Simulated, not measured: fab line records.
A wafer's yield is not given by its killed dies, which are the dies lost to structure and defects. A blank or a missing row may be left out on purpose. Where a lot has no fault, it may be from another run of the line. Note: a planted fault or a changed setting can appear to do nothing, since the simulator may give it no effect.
fab line records / flow gf180mcu
record lots=5 wafers=15 last-day=33
route steps=602 shown MVSD@70 MVPSD@78 VT_IMPLANT@90
lots that met no fault: from a run of the same line without faults
start-h: hours from the record's first day to the start of the lot's first wafer shown / wait-h: hours from the lot's prior step to this one / " identical to the entry in the row above / L1.1+2: one row covering several wafers at once / - either no value or no given start / * or withheld: withheld / < > ~ a bound
route shown NAME@n: a module of which the file shows steps, and the number in the route of the first / usual: mean/standard deviation of fault-free wafers / same: alike in all rows / chamber/n: place in a boat / sites: readings site by site / _std_site: the values' standard deviation / _edge_site: inner sites' mean taken away from outer sites' mean / radius-mm: how far each site lies from the wafer's centre / mask NAME#n: copy n / behind: the most recent tool/chamber to have shaped the wafer / hold: why the lot was held/for how many hours/how that ended / device: the n, p or np transistor that did not switch / end of line: the tests these same wafers got at the end of their route / for a step that has no rows: nothing shown but its recipe / killed: the dies lost at the first sort to structure and to defects; this is not the yield of the wafer / map: per-die view of a wafer (x killed, . not killed, _ where there is no die)
set.NAME: the run value of the setting; set.NAME@STEP: its run value at that earlier step / model.NAME: the simulator's own value behind a step, which no gauge read
lots at selected steps of the route; one table per step, one row per wafer
services: a tool's chamber out of use, with start hour (start-h, from the record's first day; less than 0 if before it), hours out, and reason
## steps
# step GF_MVSD_EXPOSE_04
# recipe mask-id=MVSD target-cd-nm=1000 na=0.6 source-shape=conventional sigma-outer=0.6 dose-mj=260
# step GF_MVSD_PEB_05
# recipe temp-c=115 time-s=withheld
# step GF_MVSD_DEVELOP_06
# recipe wall-angle-deg=90 develop-time-s=60 dev-temp-c=23
# step GF_MVSD_OVL_MEAS_07
# usual MVSD_OVL=0.6/1.3
lot.wafer=L899.1 tool=overlay-02 chamber=- start-h=84.36 wait-h=- MVSD_OVL[nm]=-0.9
lot.wafer=L899.3 tool=overlay-02 chamber=- start-h=84.36 wait-h=- MVSD_OVL[nm]=0.9
lot.wafer=L899.5 tool=overlay-02 chamber=- start-h=84.36 wait-h=- MVSD_OVL[nm]=0.6
lot.wafer=L902.1 tool=overlay-02 chamber=- start-h=106.51 wait-h=- MVSD_OVL[nm]=2.5
lot.wafer=L902.2 tool=overlay-02 chamber=- start-h=106.51 wait-h=- MVSD_OVL[nm]=0.8
lot.wafer=L902.3 tool=overlay-02 chamber=- start-h=106.51 wait-h=- MVSD_OVL[nm]=-0.1
lot.wafer=L905.1 tool=overlay-01 chamber=- start-h=121.66 wait-h=- MVSD_OVL[nm]=1.7
lot.wafer=L905.3 tool=overlay-01 chamber=- start-h=121.66 wait-h=- MVSD_OVL[nm]=0.8
lot.wafer=L905.5 tool=overlay-01 chamber=- start-h=121.66 wait-h=- MVSD_OVL[nm]=3.4
lot.wafer=L907.3 tool=overlay-01 chamber=- start-h=130.57 wait-h=- MVSD_OVL[nm]=0.2
lot.wafer=L907.5 tool=overlay-01 chamber=- start-h=130.57 wait-h=- MVSD_OVL[nm]=0.2
lot.wafer=L907.6 tool=overlay-01 chamber=- start-h=130.57 wait-h=- MVSD_OVL[nm]=-0.2
lot.wafer=L918.2 tool=overlay-02 chamber=- start-h=191.81 wait-h=- MVSD_OVL[nm]=1.1
lot.wafer=L918.3 tool=overlay-02 chamber=- start-h=191.81 wait-h=- MVSD_OVL[nm]=1.0
lot.wafer=L918.6 tool=overlay-02 chamber=- start-h=191.81 wait-h=- MVSD_OVL[nm]=0.5
# step GF_MVSD_IMPLANT_08
# recipe species=P energy-kev=395.6 dose-cm2=1.6e+13 tilt-deg=0
# step GF_MVSD_IMPLANT_09
# recipe species=P energy-kev=100 dose-cm2=5e+12 tilt-deg=0
# step GF_MVSD_STRIP_10
# recipe chemistry=O2/N2 power-w=1400 pressure-mtorr=1500 platen-temp-c=250 o2-flow-sccm=3000 n2-flow-sccm=300 overash-fraction=0.5
# usual chamber-pressure-mTorr=1500.0/1.8 drypump-motor-current-A=6.0/0.35 heater-power-w=318/29 oes-product-au=0.723/0.0045 platen-temp-c=249.99/0.2 strip-time-to-endpoint-s=36.97/0.11
lot.wafer=L899.1 tool=plasma-asher-03 chamber=1 start-h=84.70 wait-h=0.1 chamber-pressure-mTorr=1500.3 drypump-motor-current-A=5.5 heater-power-w=347 oes-product-au=0.733 platen-temp-c=249.95 rf-hours-counter-h=43 strip-time-to-endpoint-s=36.74
lot.wafer=L899.3 tool=plasma-asher-03 chamber=0 start-h=84.70 wait-h=0.1 chamber-pressure-mTorr=1501.5 drypump-motor-current-A=6.1 heater-power-w=322 oes-product-au=0.725 platen-temp-c=249.85 rf-hours-counter-h=- strip-time-to-endpoint-s=36.71
lot.wafer=L899.5 tool=plasma-asher-03 chamber=1 start-h=84.70 wait-h=0.1 chamber-pressure-mTorr=1502.5 drypump-motor-current-A=5.5 heater-power-w=335 oes-product-au=0.720 platen-temp-c=249.91 rf-hours-counter-h=- strip-time-to-endpoint-s=36.84
lot.wafer=L902.1 tool=plasma-asher-02 chamber=0 start-h=106.84 wait-h=0.1 chamber-pressure-mTorr=1500.3 drypump-motor-current-A=6.4 heater-power-w=278 oes-product-au=0.729 platen-temp-c=250.02 rf-hours-counter-h=30 strip-time-to-endpoint-s=36.84
lot.wafer=L902.2 tool=plasma-asher-02 chamber=1 start-h=106.84 wait-h=0.1 chamber-pressure-mTorr=1501.3 drypump-motor-current-A=5.6 heater-power-w=296 oes-product-au=0.732 platen-temp-c=249.96 rf-hours-counter-h=30 strip-time-to-endpoint-s=36.85
lot.wafer=L902.3 tool=plasma-asher-02 chamber=1 start-h=106.84 wait-h=0.1 chamber-pressure-mTorr=1499.3 drypump-motor-current-A=5.7 heater-power-w=304 oes-product-au=0.726 platen-temp-c=250.02 rf-hours-counter-h=- strip-time-to-endpoint-s=36.79
lot.wafer=L905.1 tool=plasma-asher-03 chamber=1 start-h=121.99 wait-h=0.1 chamber-pressure-mTorr=1501.3 drypump-motor-current-A=5.6 heater-power-w=355 oes-product-au=0.732 platen-temp-c=249.96 rf-hours-counter-h=0 strip-time-to-endpoint-s=36.96
lot.wafer=L905.3 tool=plasma-asher-03 chamber=1 start-h=121.99 wait-h=0.1 chamber-pressure-mTorr=1499.4 drypump-motor-current-A=5.5 heater-power-w=356 oes-product-au=0.718 platen-temp-c=250.26 rf-hours-counter-h=- strip-time-to-endpoint-s=37.10
lot.wafer=L905.5 tool=plasma-asher-03 chamber=1 start-h=121.99 wait-h=0.1 chamber-pressure-mTorr=1499.0 drypump-motor-current-A=5.6 heater-power-w=349 oes-product-au=0.724 platen-temp-c=250.11 rf-hours-counter-h=- strip-time-to-endpoint-s=36.97
lot.wafer=L907.3 tool=plasma-asher-04 chamber=1 start-h=130.93 wait-h=0.1 chamber-pressure-mTorr=1500.8 drypump-motor-current-A=6.4 heater-power-w=341 oes-product-au=0.721 platen-temp-c=250.28 rf-hours-counter-h=- strip-time-to-endpoint-s=36.96
lot.wafer=L907.5 tool=plasma-asher-04 chamber=0 start-h=130.93 wait-h=0.1 chamber-pressure-mTorr=1499.9 drypump-motor-current-A=5.9 heater-power-w=276 oes-product-au=0.722 platen-temp-c=249.97 rf-hours-counter-h=- strip-time-to-endpoint-s=36.92
lot.wafer=L907.6 tool=plasma-asher-04 chamber=1 start-h=130.93 wait-h=0.1 chamber-pressure-mTorr=1499.7 drypump-motor-current-A=6.4 heater-power-w=336 oes-product-au=0.716 platen-temp-c=250.13 rf-hours-counter-h=- strip-time-to-endpoint-s=36.85
lot.wafer=L918.2 tool=plasma-asher-04 chamber=1 start-h=192.14 wait-h=0.1 chamber-pressure-mTorr=1499.5 drypump-motor-current-A=6.4 heater-power-w=333 oes-product-au=0.725 platen-temp-c=250.11 rf-hours-counter-h=56 strip-time-to-endpoint-s=36.84
lot.wafer=L918.3 tool=plasma-asher-04 chamber=0 start-h=192.14 wait-h=0.1 chamber-pressure-mTorr=1499.8 drypump-motor-current-A=5.9 heater-power-w=275 oes-product-au=0.719 platen-temp-c=249.64 rf-hours-counter-h=- strip-time-to-endpoint-s=36.89
lot.wafer=L918.6 tool=plasma-asher-04 chamber=1 start-h=192.14 wait-h=0.1 chamber-pressure-mTorr=1500.4 drypump-motor-current-A=6.5 heater-power-w=344 oes-product-au=0.723 platen-temp-c=250.04 rf-hours-counter-h=- strip-time-to-endpoint-s=36.92
# step GF_MVSD_TW_MEAS_11
# usual MVSD_TW=1573/22
lot.wafer=L899.1 tool=film-metro-01 chamber=- start-h=84.80 wait-h=0.1 MVSD_TW=1580
lot.wafer=L899.3 tool=film-metro-01 chamber=- start-h=84.80 wait-h=0.1 MVSD_TW=1583
lot.wafer=L899.5 tool=film-metro-01 chamber=- start-h=84.80 wait-h=0.1 MVSD_TW=1571
lot.wafer=L902.1 tool=film-metro-01 chamber=- start-h=106.94 wait-h=0.1 MVSD_TW=1587
lot.wafer=L902.2 tool=film-metro-01 chamber=- start-h=106.94 wait-h=0.1 MVSD_TW=1589
lot.wafer=L902.3 tool=film-metro-01 chamber=- start-h=106.94 wait-h=0.1 MVSD_TW=1596
lot.wafer=L905.1 tool=film-metro-01 chamber=- start-h=122.15 wait-h=0.1 MVSD_TW=1576
lot.wafer=L905.3 tool=film-metro-01 chamber=- start-h=122.15 wait-h=0.1 MVSD_TW=1589
lot.wafer=L905.5 tool=film-metro-01 chamber=- start-h=122.15 wait-h=0.1 MVSD_TW=1596
lot.wafer=L907.3 tool=film-metro-01 chamber=- start-h=131.07 wait-h=0.1 MVSD_TW=1594
lot.wafer=L907.5 tool=film-metro-01 chamber=- start-h=131.07 wait-h=0.1 MVSD_TW=1599
lot.wafer=L907.6 tool=film-metro-01 chamber=- start-h=131.07 wait-h=0.1 MVSD_TW=1591
lot.wafer=L918.2 tool=film-metro-04 chamber=- start-h=192.25 wait-h=0.1 MVSD_TW=1597
lot.wafer=L918.3 tool=film-metro-04 chamber=- start-h=192.25 wait-h=0.1 MVSD_TW=1603
lot.wafer=L918.6 tool=film-metro-04 chamber=- start-h=192.25 wait-h=0.1 MVSD_TW=1600
# step GF_MVPSD_DEHYDRATE_00
# recipe temp-c=200 time-s=60
# step GF_MVPSD_HMDS_01
# recipe prime-time-s=60 prime-temp-c=120
# step GF_MVPSD_COAT_02
# recipe spin-rpm=2000 resist-thk-nm=3000
# step GF_MVPSD_SOFTBAKE_03
# recipe temp-c=110 time-s=withheld
# step GF_MVPSD_EXPOSE_04
# recipe mask-id=MVPSD target-cd-nm=1000 na=0.6 source-shape=conventional sigma-outer=0.6 dose-mj=260
# same na=0.6
lot.wafer=L899.1+3+5 tool=iline-stepper-02 chamber=0 start-h=91.78 wait-h=- mask=MVPSD#0
lot.wafer=L902.1+2+3 tool=iline-stepper-02 chamber=0 start-h=114.21 wait-h=- mask=MVPSD#0
lot.wafer=L905.1+3+5 tool=iline-stepper-02 chamber=0 start-h=129.98 wait-h=- mask=LVPWELL#0
lot.wafer=L907.3+5+6 tool=iline-stepper-02 chamber=0 start-h=138.70 wait-h=- mask=MVPSD#0
lot.wafer=L918.2+3+6 tool=iline-stepper-02 chamber=0 start-h=200.92 wait-h=- mask=MVPSD#0
# step GF_MVPSD_PEB_05
# recipe temp-c=115 time-s=withheld
# step GF_MVPSD_DEVELOP_06
# recipe wall-angle-deg=90 develop-time-s=60 dev-temp-c=23
# step GF_MVPSD_OVL_MEAS_07
# usual MVPSD_OVL=-0.3/1.4
lot.wafer=L899.1 tool=overlay-02 chamber=- start-h=98.65 wait-h=- MVPSD_OVL[nm]=0.8
lot.wafer=L899.3 tool=overlay-02 chamber=- start-h=98.65 wait-h=- MVPSD_OVL[nm]=0.9
lot.wafer=L899.5 tool=overlay-02 chamber=- start-h=98.65 wait-h=- MVPSD_OVL[nm]=-1.4
lot.wafer=L902.1 tool=overlay-02 chamber=- start-h=121.66 wait-h=- MVPSD_OVL[nm]=3.0
lot.wafer=L902.2 tool=overlay-02 chamber=- start-h=121.66 wait-h=- MVPSD_OVL[nm]=1.5
lot.wafer=L902.3 tool=overlay-02 chamber=- start-h=121.66 wait-h=- MVPSD_OVL[nm]=0.7
lot.wafer=L905.1 tool=overlay-01 chamber=- start-h=137.26 wait-h=- MVPSD_OVL[nm]=-
lot.wafer=L905.3 tool=overlay-01 chamber=- start-h=137.26 wait-h=- MVPSD_OVL[nm]=-
lot.wafer=L905.5 tool=overlay-01 chamber=- start-h=137.26 wait-h=- MVPSD_OVL[nm]=-
lot.wafer=L907.3 tool=overlay-01 chamber=- start-h=146.51 wait-h=- MVPSD_OVL[nm]=-1.1
lot.wafer=L907.5 tool=overlay-01 chamber=- start-h=146.51 wait-h=- MVPSD_OVL[nm]=-1.0
lot.wafer=L907.6 tool=overlay-01 chamber=- start-h=146.51 wait-h=- MVPSD_OVL[nm]=-1.2
lot.wafer=L918.2 tool=overlay-02 chamber=- start-h=209.41 wait-h=- MVPSD_OVL[nm]=-1.6
lot.wafer=L918.3 tool=overlay-02 chamber=- start-h=209.41 wait-h=- MVPSD_OVL[nm]=-1.4
lot.wafer=L918.6 tool=overlay-02 chamber=- start-h=209.41 wait-h=- MVPSD_OVL[nm]=-2.7
# step GF_MVPSD_IMPLANT_08
# recipe species=B energy-kev=170 dose-cm2=1.5e+13 tilt-deg=0
# step GF_MVPSD_IMPLANT_09
# recipe species=B energy-kev=40 dose-cm2=5e+12 tilt-deg=0
# step GF_MVPSD_STRIP_10
# recipe chemistry=O2/N2 power-w=1400 pressure-mtorr=1500 platen-temp-c=250 o2-flow-sccm=3000 n2-flow-sccm=300 overash-fraction=0.5
# usual chamber-pressure-mTorr=1499.9/1.3 drypump-motor-current-A=5.9/0.52 heater-power-w=314/44 oes-product-au=0.722/0.0051 platen-temp-c=250.00/0.19 strip-time-to-endpoint-s=36.92/0.11
lot.wafer=L899.1 tool=plasma-asher-02 chamber=1 start-h=98.99 wait-h=0.1 chamber-pressure-mTorr=1500.8 drypump-motor-current-A=5.6 heater-power-w=302 oes-product-au=0.727 platen-temp-c=249.88 rf-hours-counter-h=29 strip-time-to-endpoint-s=36.83
lot.wafer=L899.3 tool=plasma-asher-02 chamber=1 start-h=98.99 wait-h=0.1 chamber-pressure-mTorr=1499.3 drypump-motor-current-A=5.6 heater-power-w=305 oes-product-au=0.718 platen-temp-c=249.96 rf-hours-counter-h=- strip-time-to-endpoint-s=36.87
lot.wafer=L899.5 tool=plasma-asher-02 chamber=1 start-h=98.99 wait-h=0.1 chamber-pressure-mTorr=1498.1 drypump-motor-current-A=5.6 heater-power-w=305 oes-product-au=0.720 platen-temp-c=249.85 rf-hours-counter-h=- strip-time-to-endpoint-s=36.75
lot.wafer=L902.1 tool=plasma-asher-04 chamber=0 start-h=121.99 wait-h=0.1 chamber-pressure-mTorr=1498.7 drypump-motor-current-A=5.9 heater-power-w=277 oes-product-au=0.727 platen-temp-c=249.95 rf-hours-counter-h=48 strip-time-to-endpoint-s=36.97
lot.wafer=L902.2 tool=plasma-asher-04 chamber=1 start-h=121.99 wait-h=0.1 chamber-pressure-mTorr=1500.8 drypump-motor-current-A=6.5 heater-power-w=334 oes-product-au=0.726 platen-temp-c=250.25 rf-hours-counter-h=48 strip-time-to-endpoint-s=36.94
lot.wafer=L902.3 tool=plasma-asher-04 chamber=0 start-h=121.99 wait-h=0.1 chamber-pressure-mTorr=1499.9 drypump-motor-current-A=5.9 heater-power-w=283 oes-product-au=0.733 platen-temp-c=249.82 rf-hours-counter-h=- strip-time-to-endpoint-s=36.93
lot.wafer=L905.1 tool=plasma-asher-04 chamber=0 start-h=137.59 wait-h=0.1 chamber-pressure-mTorr=1499.1 drypump-motor-current-A=5.9 heater-power-w=273 oes-product-au=0.716 platen-temp-c=250.19 rf-hours-counter-h=50 strip-time-to-endpoint-s=36.96
lot.wafer=L905.3 tool=plasma-asher-04 chamber=1 start-h=137.59 wait-h=0.1 chamber-pressure-mTorr=1499.2 drypump-motor-current-A=6.4 heater-power-w=333 oes-product-au=0.726 platen-temp-c=249.90 rf-hours-counter-h=- strip-time-to-endpoint-s=36.91
lot.wafer=L905.5 tool=plasma-asher-04 chamber=0 start-h=137.59 wait-h=0.1 chamber-pressure-mTorr=1500.8 drypump-motor-current-A=5.9 heater-power-w=273 oes-product-au=0.727 platen-temp-c=250.16 rf-hours-counter-h=- strip-time-to-endpoint-s=37.02
lot.wafer=L907.3 tool=plasma-asher-01 chamber=0 start-h=146.87 wait-h=0.1 chamber-pressure-mTorr=1501.9 drypump-motor-current-A=5.7 heater-power-w=416 oes-product-au=0.715 platen-temp-c=249.89 rf-hours-counter-h=- strip-time-to-endpoint-s=36.78
lot.wafer=L907.5 tool=plasma-asher-01 chamber=0 start-h=146.87 wait-h=0.1 chamber-pressure-mTorr=1500.5 drypump-motor-current-A=5.6 heater-power-w=420 oes-product-au=0.730 platen-temp-c=250.26 rf-hours-counter-h=- strip-time-to-endpoint-s=36.86
lot.wafer=L907.6 tool=plasma-asher-01 chamber=1 start-h=146.87 wait-h=0.1 chamber-pressure-mTorr=1502.1 drypump-motor-current-A=4.7 heater-power-w=272 oes-product-au=0.727 platen-temp-c=250.30 rf-hours-counter-h=- strip-time-to-endpoint-s=36.93
lot.wafer=L918.2 tool=plasma-asher-02 chamber=1 start-h=209.74 wait-h=0.1 chamber-pressure-mTorr=1499.9 drypump-motor-current-A=5.7 heater-power-w=298 oes-product-au=0.726 platen-temp-c=250.05 rf-hours-counter-h=37 strip-time-to-endpoint-s=36.99
lot.wafer=L918.3 tool=plasma-asher-02 chamber=1 start-h=209.74 wait-h=0.1 chamber-pressure-mTorr=1501.1 drypump-motor-current-A=5.7 heater-power-w=304 oes-product-au=0.721 platen-temp-c=249.94 rf-hours-counter-h=- strip-time-to-endpoint-s=36.90
lot.wafer=L918.6 tool=plasma-asher-02 chamber=0 start-h=209.74 wait-h=0.1 chamber-pressure-mTorr=1498.2 drypump-motor-current-A=6.4 heater-power-w=287 oes-product-au=0.723 platen-temp-c=249.94 rf-hours-counter-h=- strip-time-to-endpoint-s=37.09
# step GF_MVPSD_TW_MEAS_11
# usual MVPSD_TW=550/7.7
lot.wafer=L899.1 tool=film-metro-04 chamber=- start-h=99.09 wait-h=0.1 MVPSD_TW=555
lot.wafer=L899.3 tool=film-metro-04 chamber=- start-h=99.09 wait-h=0.1 MVPSD_TW=556
lot.wafer=L899.5 tool=film-metro-04 chamber=- start-h=99.09 wait-h=0.1 MVPSD_TW=554
lot.wafer=L902.1 tool=film-metro-01 chamber=- start-h=122.09 wait-h=0.1 MVPSD_TW=555
lot.wafer=L902.2 tool=film-metro-01 chamber=- start-h=122.09 wait-h=0.1 MVPSD_TW=558
lot.wafer=L902.3 tool=film-metro-01 chamber=- start-h=122.09 wait-h=0.1 MVPSD_TW=560
lot.wafer=L905.1 tool=film-metro-04 chamber=- start-h=137.69 wait-h=0.1 MVPSD_TW=30
lot.wafer=L905.3 tool=film-metro-04 chamber=- start-h=137.69 wait-h=0.1 MVPSD_TW=30
lot.wafer=L905.5 tool=film-metro-04 chamber=- start-h=137.69 wait-h=0.1 MVPSD_TW=30
lot.wafer=L907.3 tool=film-metro-04 chamber=- start-h=146.96 wait-h=0.1 MVPSD_TW=558
lot.wafer=L907.5 tool=film-metro-04 chamber=- start-h=146.96 wait-h=0.1 MVPSD_TW=561
lot.wafer=L907.6 tool=film-metro-04 chamber=- start-h=146.96 wait-h=0.1 MVPSD_TW=558
lot.wafer=L918.2 tool=film-metro-03 chamber=- start-h=209.85 wait-h=0.1 MVPSD_TW=545
lot.wafer=L918.3 tool=film-metro-03 chamber=- start-h=209.85 wait-h=0.1 MVPSD_TW=540
lot.wafer=L918.6 tool=film-metro-03 chamber=- start-h=209.85 wait-h=0.1 MVPSD_TW=541
# step GF_VT_IMPLANT_DEHYDRATE_00
# recipe temp-c=200 time-s=60
## services
tool=iline-stepper-02 chamber=- start-h=98.82 hours=1.7 kind=pm
tool=plasma-asher-03 chamber=- start-h=108.82 hours=9.0 kind=pm
tool=plasma-asher-03 chamber=0 start-h=108.82 hours=9.0 kind=vent-cycle
tool=plasma-asher-03 chamber=1 start-h=108.82 hours=9.0 kind=vent-cycle
tool=plasma-asher-04 chamber=- start-h=117.45 hours=1.4 kind=repair
tool=plasma-asher-03 chamber=0 start-h=117.82 hours=- kind=clean
tool=plasma-asher-03 chamber=1 start-h=117.82 hours=- kind=clean
tool=plasma-asher-02 chamber=- start-h=118.82 hours=37.0 kind=pm
tool=plasma-asher-01 chamber=- start-h=126.71 hours=4.3 kind=pm
tool=plasma-asher-04 chamber=- start-h=146.29 hours=1.3 kind=repair
tool=iline-stepper-02 chamber=- start-h=157.52 hours=0.8 kind=pm
tool=iline-stepper-02 chamber=0 start-h=172.77 hours=- kind=calibration
tool=plasma-asher-02 chamber=- start-h=176.97 hours=2.5 kind=repair
## key
first-sign step=GF_MVPSD_EXPOSE_04 reading=mask direction=changed
effect step=GF_MVPSD_OVL_MEAS_07 reading=MVPSD_OVL direction=missing
effect step=GF_MVPSD_TW_MEAS_11 reading=MVPSD_TW direction=down sigmas=68 usual=550 struck=30
met-at GF_MVPSD_EXPOSE_04
struck-wafers L905.1,L905.3,L905.5
sort-left-out L905.1,L905.3,L905.5
tester-left-out L905
onset-between 114.21 129.98
fault kind=wrong-mask tool=any chamber=- onset-h=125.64 steps=GF_MVPSD_EXPOSE_04 aux-copy=LVPWELL#0 scope=struck-lots-only
# tester-left-out: of these lots the tester's yield and bins aren't shown, on N5 and GAA mostly nor the transistor test; their killed dies are dies lost to structure and defects alone, not to doping, threshold or leakage, so they don't give the yield
# sort-left-out: the simulated sort isn't trusted on such a fault, so these wafers' sort isn't shown, and their yield isn't known
